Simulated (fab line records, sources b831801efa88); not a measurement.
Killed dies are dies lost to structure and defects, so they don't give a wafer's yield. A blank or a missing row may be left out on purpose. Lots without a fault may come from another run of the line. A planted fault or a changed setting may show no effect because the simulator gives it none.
Which tool did it? | flow sky130 | 6 lots, 18 wafers sampled, at 2 steps of a route of 708

WHAT THE GAUGES READ, wafer by wafer
SKY_NWELL_TW_MEAS_26.
lot  | measured     | on            | NWELL_2_TW
L851 | day 5 15:19  | film_metro-01 | 495 492 494
L860 | day 7 21:56  | film_metro-02 | 513 512 511
L862 | day 8 11:02  | film_metro-02 | 497 496 496
L868 | day 10 02:32 | film_metro-04 | 491 491 493
L870 | day 10 11:23 | film_metro-02 | 500 500 501
L872 | day 11 02:11 | film_metro-04 | 493 491 491

WHICH TOOL RAN EACH LOT (tool, then ch and the chambers of the sampled wafers, then the start)
lot  | SKY_NWELL_IMPLANT_24
L851 | implanter-02 ch 0, day 5 15:04
L860 | implanter-02 ch 0, day 7 21:43
L862 | implanter-03 ch 0, day 8 10:49
L868 | implanter-01 ch 0, day 10 02:17
L870 | implanter-01 ch 0, day 10 11:08
L872 | implanter-01 ch 0, day 11 01:56
- SKY_NWELL_IMPLANT_24

THE ANSWER, worked out from the rows above alone
Rule: what is usual is taken from the lots themselves. Put in order of their means at a reading, lots are off if they are a third of the lots or fewer, leave a main group of 4 or more, and stand apart from it by a gap of 3 or more times the standard deviation of the main group's means; of several such gaps the widest counts. A main group whose means are all the same, to the digits that the tables above print for the reading, isn't used. A lot without any number at a reading at which 4 lots or more have one is off too. The other lots that the step has rows for count as sound.
Off: L860, at SKY_NWELL_TW_MEAS_26 (NWELL_2_TW). The main group: mean 495, standard deviation 3.3.
A tool fits if, at a process step before that reading, it ran every lot that is off, and no sound lot after the first of them. The gauges at SKY_NWELL_TW_MEAS_26 are tried like those tools. One fits: implanter-02 at SKY_NWELL_IMPLANT_24. Its last sound lot is L851 (day 5 15:04), its first lot that is off L860 (day 7 21:43): a fault that began between those two fits.

WHAT THE SIMULATOR HAD PUT IN
Process parameter drift: implanter-02, from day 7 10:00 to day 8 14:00, at SKY_NWELL_IMPLANT_24. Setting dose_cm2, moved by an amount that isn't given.
Lots struck among those shown: L860. The rule above found the same.
